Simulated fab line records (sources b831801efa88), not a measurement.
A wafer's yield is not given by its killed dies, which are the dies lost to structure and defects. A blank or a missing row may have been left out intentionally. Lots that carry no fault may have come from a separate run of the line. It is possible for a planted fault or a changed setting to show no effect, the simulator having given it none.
One fault through the eyes of 2 desks + flow sky130 + only its own numbers are on each desk; what lay behind them is given at the end

## THE TOOL OWNER'S DESK: implanter-02
SKY_LDD_LDN_IMPLANT_08, tool's own readings: per-lot mean of the sampled wafers with a number, covering each lot this tool ran. Marked OUT: a lot whose mean sits more than 4 standard deviations from the usual mean, which makes it out of limits; the brackets give that distance.
Columns: A = dose ions cm2 at SKY_LDD_LDN_IMPLANT_08, usual 1.2504e+13; B = faraday current uA at SKY_LDD_LDN_IMPLANT_08, usual 70.6
| lot  | first seen here | A                            | B             |
|------|-----------------|------------------------------|---------------|
| L330 | day 22 13:17    | 1.2495e+13                   | 70.6          |
| L333 | day 23 14:04    | 1.2507e+13                   | 70.1          |
| L337 | day 25 00:22    | 1.2513e+13                   | 70.2          |
| L340 | day 26 11:43    | 1.2503e+13                   | 70.4          |
| L343 | day 27 04:08    | 1.2683e+12 (-99 or more) OUT | 7.1 (-42) OUT |
| L344 | day 27 13:40    | 1.2637e+12 (-99 or more) OUT | 7.1 (-42) OUT |
| L353 | day 31 03:19    | 1.2485e+13                   | 70.2          |
This desk's finding: out of limits on L343, L344; first on L343, day 27 04:08 (dose ions cm2 at SKY_LDD_LDN_IMPLANT_08). In limits: L330, L333, L337, L340, L353.

## FROM THE METROLOGY DESK
What the gauges read for every lot (on any tool): the sampled wafers with a number, averaged. Marked OUT: a lot whose mean sits more than 4 standard deviations from the usual mean, which makes it out of limits; the brackets give that distance.
Columns: A = LDD_HVP_TW at SKY_LDD_HVP_TW_MEAS_10, usual 455.3; B = LDD_LDN_TW at SKY_LDD_LDN_TW_MEAS_13, usual 1477; C = SPACER_CVD_00_THK at SKY_SPACER_THK_MEAS_01, usual 43.2 nm
| lot  | first seen here | A     | B              | C    |
|------|-----------------|-------|----------------|------|
| L330 | day 21 07:14    | 452.1 | 1475           | 42.7 |
| L332 | day 21 19:14    | 456.5 | 1466           | 43.0 |
| L333 | day 22 07:58    | 458.2 | 1485           | 43.0 |
| L334 | day 22 15:37    | 456.4 | 1471           | 43.3 |
| L337 | day 23 18:35    | 458.2 | 1471           | 42.6 |
| L339 | day 24 17:58    | 451.1 | 1474           | 43.8 |
| L340 | day 25 06:41    | 455.4 | 1480           | 43.9 |
| L343 | day 25 23:43    | 454.5 | 1366 (-13) OUT | 43.3 |
| L344 | day 26 08:55    | 458.0 | 1360 (-14) OUT | 43.2 |
| L353 | day 29 23:58    | 454.5 | 1472           | 42.8 |
| L351 | day 30 02:19    | 454.2 | 1462           | 43.8 |
| L352 | day 30 09:06    | 457.6 | 1469           | 43.0 |
Finding of this desk: L343, L344 out of limits, first seen on L343 at day 27 04:50 (LDD_LDN_TW at SKY_LDD_LDN_TW_MEAS_13). In limits: L330, L332, L333, L334, L337, L339, L340, L353, L351, L352.

## ALL TOGETHER
An alarm could have come from the tool owner's desk at day 27 04:08, on L343, L344.
At day 27 04:50 the metrology desk could have sounded an alarm, on L343, L344.
Every lot named ran SKY_LDD_LDN_IMPLANT_08 on implanter-02.

## WHAT THE SIMULATOR HAD INSERTED
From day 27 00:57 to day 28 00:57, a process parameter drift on implanter-02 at SKY_LDD_LDN_IMPLANT_08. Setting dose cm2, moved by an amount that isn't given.
Shown lots that were struck: L343, L344.
Time in hours from fault onset to the first out-of-limits reading at each desk: tool owner's desk 3, metrology desk 4.
